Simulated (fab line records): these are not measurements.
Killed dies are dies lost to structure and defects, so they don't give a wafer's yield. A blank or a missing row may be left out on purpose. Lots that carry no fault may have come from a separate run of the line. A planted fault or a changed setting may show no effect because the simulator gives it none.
A struck lot beside a sound one | flow sky130 | 16 steps out of a route of 708
Sound: the wafers L711.1, L711.3, L711.4. Struck: wafer L723.2 (left out: L723.4, a lot-mate that was not struck); the cause follows at the end.
Each step with rows lists, per side, the tool, then ch with its chambers, then its first start. Under that, the readings that differ: sound wafers | struck wafers | difference of the means | sigmas: that difference in standard deviations of wafers without a fault.
alike: a reading whose means differ by less than 2 such deviations, as well as words and numbers matching on both sides. not compared: withheld readings; readings where some wafer has no value; bounds like >300 that might hide an equal value; numbers whose values overlap and for which the record gives no deviation.
Wherever a step has rows on one side only, a row that says differs or no value, or a row with sigmas, the two part there. Non-overlapping numbers with no deviation appear without sigmas and do not part them. A reading that every wafer of one side lacks parts them only if that side has two wafers or more.

first, 8 steps without rows for these wafers: SKY_METAL2_DEHYDRATE_07 (time 60 s); SKY_METAL2_HMDS_08 (prime time 60 s); SKY_METAL2_COAT_09 (resist thk 60 nm); SKY_METAL2_COAT_10 (resist thk 450 nm); SKY_METAL2_SOFTBAKE_11 (time 90 s); SKY_METAL2_EXPOSE_12 (exposes mask MM2, target cd 140 nm); SKY_METAL2_PEB_13; SKY_METAL2_DEVELOP_14 (develop time 60 s).
SKY_METAL2_CD_MEAS_15: the cd target is 140 nm.
  sound on cd_sem-01 at day 37 06:05; struck on cd_sem-02 at day 40 01:55
  alike: cd_nm
SKY_METAL2_OVL_MEAS_16:
  sound on overlay-02 at day 37 06:13; struck on overlay-01 at day 40 02:01
  alike: METAL2_OVL
SKY_METAL2_DESCUM_17: chemistry O2, time 8 s.
  sound on rie_metal-02 ch 0,1, day 37 06:15; struck on rie_metal-02 ch 1, day 40 02:03
  alike: drypump_motor_current_A, oes_product_au
  not compared: rf_hours_counter_h
SKY_METAL2_ETCH_18: etches BARC in N2/H2, stops on SiO2, time 45.9 s, target depth 60 nm.
  sound on rie_metal-02 ch 0,1, day 37 06:17; struck on rie_metal-02 ch 1, day 40 02:05
  reading               | sound             | struck | difference | sigmas
  oes_product_au (a.u.) | 0.854 0.850 0.841 | 0.859  | +0.011     | +2
  alike: drypump_motor_current_A, throttle_valve_pct
  not compared: rf_hours_counter_h
SKY_METAL2_METAL_ETCH_19: etches the open film in Cl2/BCl3, stops on SiO2, target depth 360 nm, time 78 s.
  sound on rie_metal-02 ch 0,1, day 37 06:20; struck on rie_metal-02 ch 1, day 40 02:09
  reading                                       | sound             | struck  | difference | sigmas
  drypump_motor_current_A (A)                   | 6.12 5.68 6.14    | 5.64    | -0.34      | -2
  oes_product_au (a.u.)                         | 0.853 0.852 0.852 | 0.877   | +0.025     | +4
  over_etch_frac                                | 0.3 0.3 0.3       | 0.25886 | -0.04114   |
  model.KrF-thick_of_METAL2_COAT_10.thk_nm (nm) | 164 168.1 163.9   | 171.6   | +6.3       |
  alike: throttle_valve_pct
  not compared: rf_hours_counter_h
SKY_METAL2_STRIP_20: strips in O2/N2.
  sound on plasma_asher-01 ch 0,1, day 37 06:26; struck on plasma_asher-04 ch 1, day 40 02:14
  reading                      | sound          | struck | difference | sigmas
  strip_time_to_endpoint_s (s) | 2.75 2.80 2.74 | 2.85   | +0.09      | +3
  alike: drypump_motor_current_A, oes_product_au
  not compared: rf_hours_counter_h
then, 2 steps without rows for these wafers: SKY_METAL2_STRIP_21 (strips in post etch residue remover, time 1200 s); SKY_PAD_OPEN_PROBE_99.

## WHERE THEY PART
At SKY_METAL2_ETCH_18 first; at SKY_METAL2_STRIP_20 last (within this record only).

WHY: what the simulator had put in
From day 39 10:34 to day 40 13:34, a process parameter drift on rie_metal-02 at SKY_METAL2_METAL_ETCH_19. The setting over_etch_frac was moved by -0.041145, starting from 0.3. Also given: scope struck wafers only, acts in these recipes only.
